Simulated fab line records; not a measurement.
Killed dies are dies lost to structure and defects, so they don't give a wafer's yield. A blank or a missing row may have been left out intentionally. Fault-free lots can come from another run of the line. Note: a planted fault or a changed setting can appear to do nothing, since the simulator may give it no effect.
Which tool was responsible? -- flow sky130 -- 13 lots, 39 wafers sampled, at 2 steps of a route of 708

== WHAT EACH GAUGE READ, for each wafer ==
SKY_CAP2M_OVL_MEAS_12. Usual: CAP2M_OVL gives 0.3 nm (standard deviation 1.3).
lot,measured,on,CAP2M_OVL (nm),flag
L891,day 40 20:17,overlay-02,-1.0 -1.3 -0.3,
L893,day 41 06:26,overlay-01,0.1 0.8 2.3,
L892,day 41 07:03,overlay-01,-1.0 1.0 0.0,
L894,day 41 12:06,overlay-01,0.4 -0.2 -2.1,
L897,day 42 10:22,overlay-01,2.0 1.2 0.4,
L898,day 42 11:53,overlay-02,-0.7 -1.1 0.2,
L906,day 45 14:02,overlay-01,0.3 1.1 2.3,
L909,day 45 21:38,overlay-01,0.7 -1.4 -0.5,
L908,day 46 11:56,overlay-01,-2.1 -0.9 -0.9,
L911,day 46 12:27,overlay-02,-0.2 0.7 0.2,
L910,day 46 14:23,overlay-02,0.2 1.0 1.7,
L913,day 46 17:08,overlay-01,1.6 -0.3 1.3,
L912,day 46 18:14,overlay-01,2.6 1.9 3.1,

== WHAT TOOL EACH LOT RAN ON (gives the tool, then ch and the chambers of the sampled wafers, and finally the start) ==
lot,SKY_LOCAL_INTERCONNECT_SPUTTER_00
L891,"pvd_sputter-03, day 29 05:28"
L893,"pvd_sputter-01, day 29 18:50"
L892,"pvd_sputter-04, day 29 18:59"
L894,"pvd_sputter-01, day 30 04:40"
L897,"pvd_sputter-01, day 31 01:02"
L898,"pvd_sputter-01, day 31 06:19"
L906,"pvd_sputter-01, day 34 21:33"
L909,"pvd_sputter-03, day 35 06:59"
L908,"pvd_sputter-01, day 35 23:19"
L911,"pvd_sputter-03, day 36 00:08"
L910,"pvd_sputter-01, day 36 00:25"
L913,"pvd_sputter-03, day 36 06:49"
L912,"pvd_sputter-01, day 36 07:30"
- SKY_LOCAL_INTERCONNECT_SPUTTER_00: material TiN, target thk 100 nm, time 83.3 s.

== WHAT THE TOOLS THEMSELVES READ (means of the sampled wafers that have a number; where no wafer has one, the mark that the record gives instead) ==
SKY_LOCAL_INTERCONNECT_SPUTTER_00. Usual: throttle_valve_pct reads 30.1 % (standard deviation 1.6).
lot,tool,throttle_valve_pct (%),flag
L891,pvd_sputter-03,30.6,
L893,pvd_sputter-01,29.6,
L892,pvd_sputter-04,31.5,
L894,pvd_sputter-01,30.5,
L897,pvd_sputter-01,29.3,
L898,pvd_sputter-01,29.7,
L906,pvd_sputter-01,29.4,
L909,pvd_sputter-03,29.6,
L908,pvd_sputter-01,28.9,
L911,pvd_sputter-03,28.8,
L910,pvd_sputter-01,28.4,
L913,pvd_sputter-03,31.1,
L912,pvd_sputter-01,30.2,

== THE ANSWER, worked out from the rows above alone ==
Rule: lot off if the mean of its wafers having a number is beyond 3 standard deviations from the usual mean. Also off: a lot with no number at a reading for which 4 or more lots have one. Any other lot the step has rows for is counted as sound. First the gauges in route order, then the tools' own readings, where a lot's mean is used as printed above. The first step at which some lot is off is used, and at that step the reading that is off furthest; a lot without a number counts as furthest.
None of the lots is off at any reading shown; this tells nothing.

== WHAT WAS PUT IN BY THE SIMULATOR ==
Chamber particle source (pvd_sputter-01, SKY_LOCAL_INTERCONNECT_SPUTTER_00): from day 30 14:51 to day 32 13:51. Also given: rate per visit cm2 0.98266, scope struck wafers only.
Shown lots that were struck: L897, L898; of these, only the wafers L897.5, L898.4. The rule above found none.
